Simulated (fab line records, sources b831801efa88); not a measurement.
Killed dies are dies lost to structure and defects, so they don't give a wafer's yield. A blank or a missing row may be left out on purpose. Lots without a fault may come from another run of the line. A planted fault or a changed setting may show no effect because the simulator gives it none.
Which tool did it? | flow gf180mcu | 6 lots, 18 wafers sampled, at 2 steps of a route of 602

WHAT THE GAUGES READ, wafer by wafer
GF_VT_IMPLANT_RS_MEAS_49: measures by four-point-probe.
lot  | measured     | on            | MVPSD_RS (ohm/sq)
L834 | day 7 20:15  | film_metro-03 | 1172.4 1168.0 1173.8
L837 | day 8 16:48  | film_metro-04 | 1167.9 1171.9 1169.7
L839 | day 9 04:06  | film_metro-04 | 1164.7 1167.6 1166.0
L847 | day 11 11:37 | film_metro-04 | 1172.1 1173.9 1173.0
L850 | day 12 11:58 | film_metro-03 | 1171.7 1169.5 1171.8
L855 | day 13 19:41 | film_metro-04 | 1167.2 1171.5 1166.6

WHICH TOOL RAN EACH LOT (tool, then ch and the chambers of the sampled wafers, then the start)
lot  | GF_VT_IMPLANT_IMPLANT_19
L834 | implanter-01 ch 0, day 6 11:58
L837 | implanter-03 ch 0, day 7 06:29
L839 | implanter-04 ch 0, day 7 17:52
L847 | implanter-04 ch 0, day 9 21:28
L850 | implanter-01 ch 0, day 10 20:45
L855 | implanter-01 ch 0, day 12 03:38
- GF_VT_IMPLANT_IMPLANT_19

THE ANSWER, worked out from the rows above alone
Rule: what is usual is taken from the lots themselves. Put in order of their means at a reading, lots are off if they are a third of the lots or fewer, leave a main group of 4 or more, and stand apart from it by a gap of 3 or more times the standard deviation of the main group's means; of several such gaps the widest counts. A main group whose means are all the same, to the digits that the tables above print for the reading, isn't used. A lot without any number at a reading at which 4 lots or more have one is off too. The other lots that the step has rows for count as sound.
No lot is off at any reading shown: from this, nothing can be told.

WHAT THE SIMULATOR HAD PUT IN
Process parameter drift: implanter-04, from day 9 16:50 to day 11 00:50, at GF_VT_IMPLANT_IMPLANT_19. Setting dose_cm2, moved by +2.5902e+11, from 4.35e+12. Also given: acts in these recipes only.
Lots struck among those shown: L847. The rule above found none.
